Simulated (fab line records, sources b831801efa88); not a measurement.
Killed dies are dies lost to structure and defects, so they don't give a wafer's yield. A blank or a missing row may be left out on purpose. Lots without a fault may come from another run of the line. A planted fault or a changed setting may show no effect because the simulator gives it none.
fab line records | flow sky130
record lots=5 wafers=15 last_day=51
route steps=708 shown VT_ADJUST_NCORE@125 VT_ADJUST_HVTR@131 PAD_OPEN@708
lots that met no fault: from a run of the same line without faults
start_h: hours from the record's first day to the start of the lot's first wafer shown | wait_h: hours since the lot's step before | " the same as in the row above | L1.1+2: a row that stands for several wafers | - no value, or no start given | * or withheld: withheld | < > ~ a bound
route shown NAME@n: a module of which the file shows steps, and the number in the route of the first | usual: mean/standard deviation of fault-free wafers | same: alike in all rows | chamber/n: place in a boat | sites: the reading at each site | _std_site: their standard deviation | _edge_site: outer sites' mean less inner sites' | radius_mm: how far each site lies from the wafer's centre | mask NAME#n: copy n | behind: the tool/chamber that last shaped the wafer | hold: why the lot was held/for how many hours/how that ended | device: the transistor (n, p or np) that didn't switch | end of line: the same wafers' tests at the end of the route | a step without rows: its recipe alone | killed: dies lost to structure and defects at the first sort, not the wafer's yield | map: a wafer's dies, x killed, . not, _ none there
set.NAME: the setting as run; set.NAME@STEP: as run at that earlier step | model.NAME: the simulator's own value behind a step, which no gauge read
lots at some steps of the route; a table a step, a row a wafer
services: from which hour (start_h, from the record's first day; less than 0 if before it) a tool's chamber was out of use, for how many hours, and why
## steps
# step SKY_VT_ADJUST_NCORE_DEVELOP_06
# recipe resist=NOVOLAK developer=TMAH develop_time_s=60 dev_temp_c=23
# step SKY_VT_ADJUST_NCORE_CD_MEAS_07
# recipe target_cd_nm=380
# usual cd_nm=380.4/2.3
# columns lot.wafer tool chamber start_h wait_h cd_nm
L483.1 cd_sem-02 - 219.65 0.1 383.4
L483.2 " - " " 383.7
L483.6 " - " " 382.0
L494.2 cd_sem-01 - 312.57 0.1 383.1
L494.5 " - " " 380.9
L494.6 " - " " 381.4
L495.1 cd_sem-02 - 312.94 0.1 378.1
L495.3 " - " " 377.9
L495.6 " - " " 377.9
L501.3 cd_sem-01 - 349.02 0.1 379.6
L501.4 " - " " 377.8
L501.6 " - " " 380.7
L502.1 cd_sem-02 - 354.40 0.1 377.5
L502.3 " - " " 375.9
L502.6 " - " " 375.4
# step SKY_VT_ADJUST_NCORE_OVL_MEAS_08
# usual VT_ADJUST_NCORE_OVL=-0.6/1.3
# columns lot.wafer tool chamber start_h wait_h VT_ADJUST_NCORE_OVL[nm]
L483.1 overlay-01 - 219.77 0.1 1.4
L483.2 " - " " -0.6
L483.6 " - " " 0.4
L494.2 overlay-01 - 312.68 0.1 -0.2
L494.5 " - " " 0.6
L494.6 " - " " 2.1
L495.1 overlay-02 - 313.06 0.1 0.0
L495.3 " - " " -1.5
L495.6 " - " " 1.2
L501.3 overlay-02 - 349.11 0.1 -1.3
L501.4 " - " " -2.5
L501.6 " - " " -2.4
L502.1 overlay-02 - 354.52 0.1 -1.7
L502.3 " - " " 1.5
L502.6 " - " " -1.7
# step SKY_VT_ADJUST_NCORE_IMPLANT_09
# recipe species=B energy_kev=10 dose_cm2=2.4e+12 tilt_deg=withheld
# step SKY_VT_ADJUST_NCORE_STRIP_10
# recipe chemistry=O2/N2 power_w=1400 pressure_mtorr=1500 platen_temp_c=withheld o2_flow_sccm=3000 n2_flow_sccm=300 overash_fraction=0.5
# usual drypump_motor_current_A=5.6/0.5 oes_product_au=0.716/0.0046 strip_time_to_endpoint_s=14.18/0.038
# columns lot.wafer tool chamber start_h wait_h drypump_motor_current_A oes_product_au rf_hours_counter_h strip_time_to_endpoint_s
L483.1 plasma_asher-02 0 219.96 0.1 5.1 0.718 10 14.25
L483.2 " 1 " " 5.6 0.716 10 14.19
L483.6 " 0 " " 5.1 0.719 - 14.15
L494.2 plasma_asher-01 1 312.86 0.1 4.8 0.720 51 14.24
L494.5 " 0 " " 5.7 0.714 - 14.22
L494.6 " 1 " " 4.8 0.718 - 14.18
L495.1 plasma_asher-03 0 313.24 0.1 6.3 0.716 60 14.17
L495.3 " 1 " " 5.8 0.722 - 14.17
L495.6 " 0 " " 6.3 0.714 - 14.22
L501.3 plasma_asher-01 1 349.32 0.1 4.8 0.725 - 14.26
L501.4 " 0 " " 5.7 0.715 - 14.21
L501.6 " 0 " " 5.7 0.724 - 14.19
L502.1 plasma_asher-03 0 354.71 0.1 6.3 0.712 64 14.17
L502.3 " 0 " " 6.3 0.713 - 14.21
L502.6 " 1 " " 5.8 0.717 - 14.20
# step SKY_VT_ADJUST_NCORE_TW_MEAS_11
# usual VT_ADJUST_NCORE_TW=218.8/1.5
# columns lot.wafer tool chamber start_h wait_h VT_ADJUST_NCORE_TW
L483.1 film_metro-03 - 220.06 0.1 220.5
L483.2 " - " " 220.8
L483.6 " - " " 220.3
L494.2 film_metro-02 - 312.97 0.1 216.6
L494.5 " - " " 216.9
L494.6 " - " " 217.4
L495.1 film_metro-01 - 313.34 0.1 218.1
L495.3 " - " " 219.3
L495.6 " - " " 216.6
L501.3 film_metro-03 - 349.40 0.1 220.4
L501.4 " - " " 222.5
L501.6 " - " " 219.8
L502.1 film_metro-03 - 354.81 0.1 221.4
L502.3 " - " " 221.8
L502.6 " - " " 221.7
# step SKY_VT_ADJUST_HVTR_DEHYDRATE_00
# recipe temp_c=200 time_s=60
# step SKY_VT_ADJUST_HVTR_HMDS_01
# recipe prime_time_s=60 prime_temp_c=120
# step SKY_VT_ADJUST_HVTR_COAT_02
# recipe resist=NOVOLAK spin_rpm=3000 resist_thk_nm=1140
# step SKY_VT_ADJUST_HVTR_SOFTBAKE_03
# recipe temp_c=90 time_s=60 resist=NOVOLAK
# step SKY_VT_ADJUST_HVTR_EXPOSE_04
# recipe mask_id=HVTRM target_cd_nm=380 na=0.6 source_shape=conventional sigma_outer=0.6 dose_mj=150
# step SKY_VT_ADJUST_HVTR_PEB_05
# recipe temp_c=withheld time_s=* resist=NOVOLAK
# step SKY_VT_ADJUST_HVTR_DEVELOP_06
# recipe develop_time_s=60 dev_temp_c=23
# usual developer_temp_C=22.97/0.1
# columns lot.wafer tool chamber start_h wait_h developer_temp_C
L483.1 litho_track-03 0 241.75 0.1 23.08
L483.2 " 0 " " 22.99
L483.6 " 0 " " 22.98
L494.2 litho_track-03 0 339.38 0.1 23.02
L494.5 " 0 " " 22.72
L494.6 " 0 " " 22.96
L495.1 litho_track-02 0 339.67 0.1 23.03
L495.3 " 0 " " 22.93
L495.6 " 0 " " 22.95
L501.3 litho_track-02 0 376.72 0.1 22.97
L501.4 " 0 " " 22.87
L501.6 " 0 " " 23.06
L502.1 litho_track-01 0 382.68 0.1 23.00
L502.3 " 0 " " 23.00
L502.6 " 0 " " 22.89
# step SKY_VT_ADJUST_HVTR_CD_MEAS_07
# recipe target_cd_nm=380
# usual cd_nm=379.5/2.4
# columns lot.wafer tool chamber start_h wait_h cd_nm
L483.1 cd_sem-02 - 241.90 0.1 380.3
L483.2 " - " " 378.8
L483.6 " - " " 379.6
L494.2 cd_sem-02 - 339.52 0.1 411.9
L494.5 " - " " 378.2
L494.6 " - " " 380.7
L495.1 cd_sem-01 - 339.82 0.1 375.5
L495.3 " - " " 373.7
L495.6 " - " " 375.5
L501.3 cd_sem-01 - 376.86 0.1 378.0
L501.4 " - " " 379.3
L501.6 " - " " 377.9
L502.1 cd_sem-01 - 382.83 0.1 377.6
L502.3 " - " " 375.8
L502.6 " - " " 380.6
# step SKY_VT_ADJUST_HVTR_OVL_MEAS_08
# usual VT_ADJUST_HVTR_OVL=-0.4/1.5
# columns lot.wafer tool chamber start_h wait_h VT_ADJUST_HVTR_OVL[nm]
L483.1 overlay-02 - 242.02 0.1 -1.4
L483.2 " - " " -2.0
L483.6 " - " " 0.3
L494.2 overlay-01 - 339.63 0.1 -0.1
L494.5 " - " " 0.7
L494.6 " - " " -0.3
L495.1 overlay-02 - 339.94 0.1 -1.6
L495.3 " - " " 0.0
L495.6 " - " " -2.6
L501.3 overlay-02 - 376.95 0.1 2.2
L501.4 " - " " 0.8
L501.6 " - " " 1.3
L502.1 overlay-01 - 382.95 0.1 -1.4
L502.3 " - " " -2.4
L502.6 " - " " -1.0
# step SKY_PAD_OPEN_PROBE_99
# usual killed_at_M0_to_M3=44/7.4 killed_at_M4_up=3.1/1.8 killed_at_contacts=25/6 killed_at_front_end=15/4.4 killed_at_other=0.3/0.49 killed_dies=88/10 killed_open=48/7.4 killed_short=39/6.3
# same gross_dies=492 killed_at_back_side=0
# columns lot.wafer tool chamber start_h wait_h killed_at_M0_to_M3 killed_at_M4_up killed_at_contacts killed_at_front_end killed_at_other killed_dies killed_open killed_short
L494.2 prober-01 - 1184.70 0.1 31 6 22 20 0 79 44 34
L494.5 prober-01 - 1184.85 0.2 35 1 26 20 0 82 47 35
L494.6 prober-01 - 1184.90 0.2 50 2 17 15 0 84 47 37
# killed by level:class
L494.2 FIELD_ISO:geometric_particle:short=7 LI_CONTACT:geometric_particle:open=7 CONTACT:geometric_particle:open=7 FIELD_ISO:geometric_particle:open=6 VIA3:geometric_particle:open=6 LI_CONTACT:geometric_particle:short=5 VIA1:geometric_particle:open=5 VIA2:geometric_particle:open=5
L494.5 CONTACT:geometric_particle:open=9 VIA2:geometric_particle:open=8 FIELD_ISO:geometric_particle:short=7 LI_CONTACT:geometric_particle:open=7 LI_CONTACT:geometric_particle:short=6 POLY_GATE:geometric_particle:open=6 VIA1:geometric_particle:open=6 METAL2:geometric_particle:short=6
L494.6 VIA1:geometric_particle:open=11 VIA2:geometric_particle:open=11 CONTACT:geometric_particle:open=9 VIA1:geometric_particle:short=8 METAL1:geometric_particle:short=6 FIELD_ISO:geometric_particle:short=5 LI_CONTACT:geometric_particle:open=4 VIA3:geometric_particle:open=4
## services
# columns tool chamber start_h hours kind
plasma_asher-03 - 232.14 2.8 pm
litho_track-03 - 268.99 - consumable_replace:filter
plasma_asher-03 - 285.02 1.4 repair
plasma_asher-02 - 318.74 1.2 repair
litho_track-02 - 322.15 - consumable_replace:filter
plasma_asher-01 - 340.67 2.8 pm
plasma_asher-01 - 370.09 15.9 pm
## key
first_sign step=SKY_VT_ADJUST_HVTR_CD_MEAS_07 reading=cd_nm direction=up sigmas=14 usual=379.5 struck=411.9
effect none on later readings
met_at SKY_VT_ADJUST_HVTR_DEVELOP_06
struck_wafers L494.2
tester_left_out L494
onset_between 241.75 339.38
fault kind=process_parameter_drift tool=litho_track-03 chamber=- onset_h=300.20 steps=SKY_VT_ADJUST_HVTR_DEVELOP_06 channel=develop_time_s offset=* shape=step end_h=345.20 scope=struck_wafers_only acts_in=* stated=*
# tester_left_out: of these lots the tester's yield and bins aren't shown, on N5 and GAA mostly nor the transistor test; their killed dies are dies lost to structure and defects alone, not to doping, threshold or leakage, so they don't give the yield
